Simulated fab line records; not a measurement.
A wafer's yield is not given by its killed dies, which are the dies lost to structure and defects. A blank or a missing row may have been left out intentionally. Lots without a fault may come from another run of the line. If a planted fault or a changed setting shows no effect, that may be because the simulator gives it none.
Which tool did it? | flow gf180mcu | Sampling: 12 lots, 36 wafers, 2 of 602 route steps

## WHAT EACH GAUGE READ, for each wafer
GF_V1_RS_MEAS_24: measurement is done with a four-point probe.
lot  | measured     | on            | V1_W_RS (ohm/sq)
L075 | day 18 19:02 | film metro-02 | 0.3265 0.3283 0.3291
L077 | day 19 11:28 | film metro-02 | 0.3303 0.3327 0.3305
L079 | day 20 02:33 | film metro-01 | 0.3335 0.3275 0.3298
L081 | day 20 22:10 | film metro-04 | 0.3256 0.3250 0.3248
L083 | day 21 17:43 | film metro-01 | 0.3288 0.3280 0.3229
L085 | day 22 12:27 | film metro-01 | 0.3264 0.3300 0.3296
L087 | day 23 01:38 | film metro-02 | 0.3279 0.3277 0.3278
L089 | day 23 15:24 | film metro-04 | 0.3296 0.3272 0.3272
L091 | day 24 08:46 | film metro-02 | 0.3286 0.3278 0.3313
L093 | day 24 23:43 | film metro-02 | 0.3305 0.3269 0.3305
L095 | day 25 17:24 | film metro-04 | 0.3273 0.3346 0.3251
L097 | day 26 00:49 | film metro-02 | 0.3289 0.3286 0.3267

## EACH LOT AND THE TOOL THAT RAN IT (in order: tool; ch and the chambers of the sampled wafers; start)
lot  | GF_V1_STRIP_18
L075 | plasma asher-01 ch 0,1, day 18 18:14
L077 | plasma asher-02 ch 0,1, day 19 10:44
L079 | plasma asher-04 ch 0,1, day 20 01:47
L081 | plasma asher-04 ch 0,1, day 20 21:23
L083 | plasma asher-01 ch 0,1, day 21 16:59
L085 | plasma asher-01 ch 0,1, day 22 11:38
L087 | plasma asher-02 ch 0,1, day 23 00:53
L089 | plasma asher-01 ch 0,1, day 23 14:39
L091 | plasma asher-04 ch 0,1, day 24 08:02
L093 | plasma asher-02 ch 0,1, day 24 22:52
L095 | plasma asher-04 ch 0,1, day 25 16:36
L097 | plasma asher-04 ch 0,1, day 26 00:02
- GF_V1_STRIP_18: strips in O2/N2.

## THE ANSWER, worked out from the rows above alone
Rule: the lots themselves supply what counts as usual. The widest of any qualifying gaps counts: lots, ordered by their means at a reading, are off when they make up no more than a third of the lots, leave a main group of 4 or more, and stand apart from it by 3 or more times the standard deviation of that group's means. Not used: any main group whose means are identical at the precision the tables above print for the reading. A lot without any number at a reading at which 4 lots or more have one is off too. Any other lot the step has rows for is counted as sound.
No lot is off on any of the readings shown, so nothing can be concluded from this.

## WHAT THE SIMULATOR HAD PUT IN
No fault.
